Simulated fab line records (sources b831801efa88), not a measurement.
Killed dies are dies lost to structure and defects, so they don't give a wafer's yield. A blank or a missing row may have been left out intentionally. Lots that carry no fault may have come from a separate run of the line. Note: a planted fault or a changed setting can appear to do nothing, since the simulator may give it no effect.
Code-filled problem report in 8D (eight disciplines) form    flow sky130    the parts of the form that need people (team, actions taken, sign-off) are left out

1. WHAT IS WRONG
At SKY_CAPM_METAL_ETCH_13, rf fwd power W averages 747 W over 6 wafers from 2 lots, while fault-free wafers read 890 W, standard deviation 3.2. That puts it -45 standard deviations away from the usual mean.
The step: etches TiN in Cl2/BCl3, stops on SiO2, target depth 220 nm, time 62.9 s.
The first sign was on wafer L246.1 at day 39 06:05, on rie metal-04. The record has a number at this step for 33 wafers belonging to 11 lots. Rule for "out", or "out of limits": more than 4 standard deviations from the usual mean. All remaining wafers that have a number are taken as sound.

2. WHAT IT IS AND WHAT IT IS NOT
question                     is                      is not
which readings at this step  rf fwd power W          drypump motor current A
which lots                   L246, L247              L241, L242, L257, L258, L259, L260, L262, L263, L264
which wafers of those lots   all that have a number  -
read on which tools          rie metal-04            rie metal-01, rie metal-03
when                         from day 39 06:05       up to then (6 sound wafers); but 21 sound wafers of L257, L258, L259, L260, L262, L263, L264 came after

3. SUSPECTS, AND WHAT RULES EACH OUT
Counting: a tool at a process step up to the reading stays a suspect if it ran every lot that is out and no sound lot after the first of them.
- rie diel-03 at SKY_VIA2_ETCH_15 (etches SiO2 in C4F8/O2/Ar, stops on TiN, target depth 546 nm, time 84 s): ruled out as a lasting fault. Sound lots L263, L264 ran on it after its first lot that is out, L246 (day 38 03:46).
- pvd sputter-03 at SKY_METAL3_SPUTTER_03 (material Ti, target thk 5 nm, time 3.3 s): ruled out as a lasting fault. Sound lots L258, L259, L262, L263 ran on it after its first lot that is out, L246 (day 38 05:14).
- rie metal-04 at SKY_CAPM_METAL_ETCH_13 (etches TiN in Cl2/BCl3, stops on SiO2, target depth 220 nm, time 62.9 s): ruled out as a lasting fault. Sound lots L257, L262, L264 ran on it after its first lot that is out, L246 (day 39 06:05).
Left after counting: nothing in the record.

4. THE CAUSE (what the simulator had put in)
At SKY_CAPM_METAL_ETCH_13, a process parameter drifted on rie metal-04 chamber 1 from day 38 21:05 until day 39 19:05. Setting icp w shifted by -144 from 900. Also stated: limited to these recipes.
Counting ruled it out, wrongly.

5. THE CHAIN OF EFFECTS, in route order
Each row: a reading whose mean over the struck wafers that have a number lies more than 3 standard deviations from the usual. Scope: only readings with a usual standard deviation given in the record; hours: median across lots of the time from each lot's start at the first step in this table that gives one to its start at this step; sigmas: change in usual standard deviations.
hours  step                    reading                   usual    on struck wafers  change  sigmas
0      SKY_CAPM_METAL_ETCH_13  rf fwd power W            890 W    747               -143    -45
0      SKY_CAPM_STRIP_14       strip time to endpoint s  12.66 s  12.83             +0.17   +4.0
193    SKY_PAD_OPEN_PROBE_99   defect limited yield      82.9 %   16.3              -66.6   -30
193    SKY_PAD_OPEN_PROBE_99   killed at other           0.3      326.8             +326.5  +99 or more
193    SKY_PAD_OPEN_PROBE_99   killed dies               84       412               +328    +30
193    SKY_PAD_OPEN_PROBE_99   killed on rim             17       93                +76     +18
Here are the process steps it includes:
- SKY_CAPM_METAL_ETCH_13: etches TiN in Cl2/BCl3, stops on SiO2, target depth 220 nm, time 62.9 s.
- SKY_CAPM_STRIP_14: strips in O2/N2.
- SKY_PAD_OPEN_PROBE_99

6. HOW IT WOULD HAVE BEEN CAUGHT EARLIER
The fault began at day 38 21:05; the first out-of-limits reading in this record came at day 39 06:05, 9 hours later.
